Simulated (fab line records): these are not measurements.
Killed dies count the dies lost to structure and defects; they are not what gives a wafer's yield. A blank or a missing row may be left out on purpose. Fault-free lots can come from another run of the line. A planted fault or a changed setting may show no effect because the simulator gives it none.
Which of the tools did it? ; flow gf180mcu ; 13 lots, 39 wafers sampled, at 5 steps of a route of 602

== WHAT THE GAUGES SHOWED, per wafer ==
GF_STI_CD_MEAS_12: target cd 220 nm. Usual: 219.6 nm for cd nm, sd 1.2.
lot;measured;on;cd nm (nm);flag
L604;day 2 01:13;cd sem-02;218.5 219.0 220.2;
L607;day 2 17:12;cd sem-02;220.4 220.1 220.7;
L608;day 2 22:07;cd sem-02;218.7 220.1 220.4;
L609;day 3 02:30;cd sem-02;222.8 221.4 222.3;
L610;day 3 09:31;cd sem-02;219.3 219.5 219.6;
L614;day 4 04:23;cd sem-01;220.1 219.9 220.6;
L616;day 4 15:52;cd sem-01;220.0 220.0 219.9;
L620;day 5 12:34;cd sem-01;219.8 220.2 219.6;
L621;day 5 17:26;cd sem-02;217.8 219.0 218.2;
L624;day 6 09:27;cd sem-01;219.8 221.5 220.7;
L625;day 6 13:08;cd sem-01;218.7 219.5 218.1;
L626;day 6 19:45;cd sem-02;218.9 219.4 218.8;
L627;day 6 23:40;cd sem-01;216.0 216.6 217.4;

GF_VT_IMPLANT_TW_MEAS_43. Usual: for VT_IMPLANT_4_TW the level is 684 and the standard deviation is 7.7.
lot;measured;on;VT_IMPLANT_4_TW;flag
L604;day 7 12:55;film metro-01;680 677 680;
L607;day 8 12:25;film metro-04;696 692 695;
L608;day 8 15:07;film metro-03;678 678 677;
L609;day 8 21:13;film metro-03;679 678 682;
L610;day 9 06:14;film metro-03;644 640 647;OFF
L614;day 10 07:32;film metro-04;657 654 658;OFF
L616;day 10 20:58;film metro-03;684 681 680;
L620;day 11 23:29;film metro-03;681 677 683;
L621;day 12 06:43;film metro-01;683 682 681;
L624;day 13 03:24;film metro-03;678 675 676;
L625;day 13 08:45;film metro-04;691 694 695;
L626;day 13 17:46;film metro-03;678 681 678;
L627;day 13 23:02;film metro-04;693 698 693;

GF_PSD_RS_MEAS_15: uses a four-point probe to measure. Usual: for PSD_RS the level is 108.64 ohm/sq and the standard deviation is 0.27.
lot;measured;on;PSD_RS (ohm/sq);flag
L604;day 14 13:29;film metro-01;108.64 108.20 108.53;
L607;day 15 13:11;film metro-04;108.89 108.58 108.73;
L608;day 15 15:41;film metro-01;108.72 108.56 108.56;
L609;day 16 09:01;film metro-03;108.91 108.73 108.66;
L610;day 16 09:26;film metro-03;108.46 108.66 108.29;
L614;day 17 15:17;film metro-01;108.64 108.74 108.53;
L616;day 18 08:17;film metro-01;108.28 108.42 108.86;
L620;day 19 18:31;film metro-04;108.77 108.66 108.33;
L621;day 20 05:17;film metro-01;108.47 108.79 108.70;
L624;day 21 08:53;film metro-01;108.97 109.03 108.86;
L625;day 21 17:56;film metro-03;108.42 108.50 108.53;
L626;day 21 22:32;film metro-04;108.60 109.02 109.02;
L627;day 22 08:18;film metro-01;107.69 108.30 108.59;

== WHAT TOOL EACH LOT RAN ON (gives the tool, then ch and the chambers of the sampled wafers, and finally the start) ==
lot;GF_VT_IMPLANT_STRIP_09;GF_VT_IMPLANT_IMPLANT_41
L604;plasma asher-02 ch 0,1, day 5 13:56;implanter-04 ch 0, day 7 12:43
L607;plasma asher-03 ch 0,1, day 6 11:58;implanter-04 ch 0, day 8 12:12
L608;plasma asher-03 ch 0,1, day 6 15:11;implanter-02 ch 0, day 8 14:54
L609;plasma asher-03 ch 0,1, day 6 19:35;implanter-02 ch 0, day 8 21:00
L610;plasma asher-02 ch 0,1, day 7 04:29;implanter-04 ch 0, day 9 05:59
L614;plasma asher-03 ch 0,1, day 8 04:53;implanter-04 ch 0, day 10 07:17
L616;plasma asher-04 ch 0,1, day 8 17:54;implanter-03 ch 0, day 10 20:43
L620;plasma asher-04 ch 0,1, day 9 16:53;implanter-02 ch 0, day 11 23:16
L621;plasma asher-04 ch 0,1, day 10 00:29;implanter-03 ch 0, day 12 06:28
L624;plasma asher-03 ch 0,1, day 10 17:47;implanter-02 ch 0, day 13 03:10
L625;plasma asher-02 ch 1, day 10 22:26;implanter-04 ch 0, day 13 08:31
L626;plasma asher-04 ch 0,1, day 11 06:25;implanter-02 ch 0, day 13 17:32
L627;plasma asher-03 ch 0,1, day 11 11:10;implanter-03 ch 0, day 13 22:47
- GF_VT_IMPLANT_STRIP_09: strips in O2/N2.
- GF_VT_IMPLANT_IMPLANT_41

== AS READ BY THE TOOLS THEMSELVES (means over the sampled wafers that have a number; for cases with no such wafer, the mark the record gives instead) ==
GF_VT_IMPLANT_STRIP_09. Usual: drypump motor current A 5.7 A, standard deviation 0.41; heater power w 354 W, standard deviation 18; n2 flow sccm 300.0 sccm, standard deviation 0.93; oes product au 0.715 a.u., standard deviation 0.0046; strip time to endpoint s 12.627 s, standard deviation 0.027.
lot;tool;drypump motor current A (A);heater power w (W);n2 flow sccm (sccm);oes product au (a.u.);strip time to endpoint s (s);flag
L604;plasma asher-02;6.0;350;299.7;0.716;12.633;
L607;plasma asher-03;5.8;349;299.6;0.714;12.649;
L608;plasma asher-03;5.8;344;298.8;0.715;12.631;
L609;plasma asher-03;5.9;347;299.8;0.718;12.651;
L610;plasma asher-02;6.0;347;300.5;0.715;12.643;
L614;plasma asher-03;5.9;349;299.1;0.714;12.615;
L616;plasma asher-04;5.4;376;298.0;0.715;12.601;
L620;plasma asher-04;5.4;373;300.0;0.717;12.678;
L621;plasma asher-04;5.4;376;300.6;0.718;12.652;
L624;plasma asher-03;5.8;350;301.0;0.709;12.626;
L625;plasma asher-02;5.6;365;299.0;0.714;12.627;
L626;plasma asher-04;5.4;378;299.6;0.712;12.594;
L627;plasma asher-03;5.8;353;299.5;0.716;12.588;

GF_VT_IMPLANT_IMPLANT_41. Usual: 69.999 for beam energy keV, sd 0.021.
lot;tool;beam energy keV;flag
L604;implanter-04;70.004;
L607;implanter-04;69.993;
L608;implanter-02;70.023;
L609;implanter-02;69.987;
L610;implanter-04;57.874;OFF
L614;implanter-04;57.884;OFF
L616;implanter-03;69.964;
L620;implanter-02;69.981;
L621;implanter-03;69.992;
L624;implanter-02;70.005;
L625;implanter-04;70.025;
L626;implanter-02;69.992;
L627;implanter-03;69.990;

== THE ANSWER, worked out from the rows above alone ==
Rule: lot off if the mean of its wafers having a number is beyond 3 standard deviations from the usual mean. Also off: a lot with no number at a reading for which 4 or more lots have one. The other lots that the step has rows for count as sound. Order of review: gauges by route order, followed by the tools' own readings, for which a lot's mean as printed above is used. The first step at which some lot is off is used, and at that step the reading that is off furthest; a lot without a number counts as furthest.
Off: L610, L614, at GF_VT_IMPLANT_TW_MEAS_43 (VT_IMPLANT_4_TW).
A tool fits if, at a process step before that reading, it ran every lot that is off, and no sound lot after the first of them. The gauges at GF_VT_IMPLANT_TW_MEAS_43 aren't tried: what is off there is off at GF_VT_IMPLANT_IMPLANT_41 too, on other tools, and a gauge's error can't cause that. None of those tried fits.

== WHAT WAS PUT IN BY THE SIMULATOR ==
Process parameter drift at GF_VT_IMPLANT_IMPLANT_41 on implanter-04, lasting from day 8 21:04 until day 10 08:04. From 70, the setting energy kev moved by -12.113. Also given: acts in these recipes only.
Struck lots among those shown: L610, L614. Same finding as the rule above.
